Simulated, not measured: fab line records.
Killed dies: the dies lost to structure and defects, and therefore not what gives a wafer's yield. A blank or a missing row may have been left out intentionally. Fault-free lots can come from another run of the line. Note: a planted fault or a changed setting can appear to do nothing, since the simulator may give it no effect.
Shared-tool check ; flow sky130 ; 36 wafers sampled across 12 lots

REASON IT WAS OPENED
SKY_NWELL_TW_MEAS_15, reading NWELL_TW: flagged on 2 of 12 lots. Wafers without a fault read 1816, standard deviation 9.1.
Rule: a lot is flagged when every wafer of it that has a number lies more than 4 standard deviations from that mean, or none has a number. All remaining lots are regarded as sound.

lot;measured;on;NWELL_TW, wafer by wafer;flag
L363;day 4 12:31;film-metro-03;1811 1818 1821;
L364;day 4 21:10;film-metro-01;1816 1813 1811;
L365;day 5 02:55;film-metro-01;1821 1818 1828;
L366;day 5 08:59;film-metro-02;1828 1832 1836;
L367;day 5 13:23;film-metro-03;1815 1810 1812;
L368;day 5 21:43;film-metro-01;1823 1822 1820;
L369;day 6 01:04;film-metro-01;1806 1805 1804;
L373;day 6 21:24;film-metro-02;1892 1888 1890;FLAGGED
L376;day 7 17:25;film-metro-02;1872 1886 1887;FLAGGED
L381;day 8 23:07;film-metro-03;1825 1805 1823;
L382;day 9 11:04;film-metro-01;1806 1818 1818;
L385;day 10 01:25;film-metro-01;1824 1822 1818;
The numbers of the flagged lots are 1886 on average: +70 against the usual, or +8 standard deviations.

EACH LOT AND THE TOOL IT RAN ON
The record keeps 1 process step preceding the reading, out of 708 steps on the route. Every cell lists first the tool, next ch and the chambers used by the sampled wafers, and last the start.
lot;flag;SKY_NWELL_IMPLANT_11
L363;;implanter-04 ch 0, day 4 11:58
L364;;implanter-03 ch 0, day 4 20:38
L365;;implanter-02 ch 0, day 5 02:22
L366;;implanter-03 ch 0, day 5 08:26
L367;;implanter-03 ch 0, day 5 12:51
L368;;implanter-04 ch 0, day 5 21:09
L369;;implanter-04 ch 0, day 6 00:31
L373;FLAGGED;implanter-03 ch 0, day 6 20:52
L376;FLAGGED;implanter-03 ch 0, day 7 16:52
L381;;implanter-02 ch 0, day 8 22:34
L382;;implanter-02 ch 0, day 9 10:32
L385;;implanter-02 ch 0, day 10 00:53
These steps, and what they do:
- SKY_NWELL_IMPLANT_11
- SKY_NWELL_TW_MEAS_15

FLAGGED AGAINST TOTAL, ONE TOOL AT A TIME (gauges that did the reading follow at the end)
step;tool;lots run;flagged;share of the flagged lots;sound lots run after its first flagged lot
SKY_NWELL_IMPLANT_11;implanter-02;4;0;none;-
SKY_NWELL_IMPLANT_11;implanter-03;5;2;all;0
SKY_NWELL_IMPLANT_11;implanter-04;3;0;none;-
SKY_NWELL_TW_MEAS_15;film-metro-01;6;0;none;-
SKY_NWELL_TW_MEAS_15;film-metro-02;3;2;all;0
SKY_NWELL_TW_MEAS_15;film-metro-03;3;0;none;-

WHAT THE TABLE ALLOWS
implanter-03 at SKY_NWELL_IMPLANT_11 and film-metro-02 at SKY_NWELL_TW_MEAS_15 are the 2 rows of the table that ran each flagged lot.
- implanter-03 at SKY_NWELL_IMPLANT_11 ran 5 lots, 2 of them flagged. It ran its last sound lot, L367, at day 5 12:51 and its first flagged lot, L373, at day 6 20:52: a fault with its onset between the two fits. Its own readings (dose-ions-cm2, faraday-current-uA) fall more than 4 standard deviations out on all wafers of the flagged lots.
- film-metro-02 at SKY_NWELL_TW_MEAS_15 ran 3 lots, 2 of them flagged. It ran its last sound lot, L366, at day 5 08:59 and its first flagged lot, L373, at day 6 21:24: a fault with its onset between the two fits.
A lot count leaves these 2 tools indistinguishable: every one of them fits a fault beginning at some hour. More lots, or a look at what each step does to the wafer, might.

WHAT HAD BEEN PUT IN BY THE SIMULATOR
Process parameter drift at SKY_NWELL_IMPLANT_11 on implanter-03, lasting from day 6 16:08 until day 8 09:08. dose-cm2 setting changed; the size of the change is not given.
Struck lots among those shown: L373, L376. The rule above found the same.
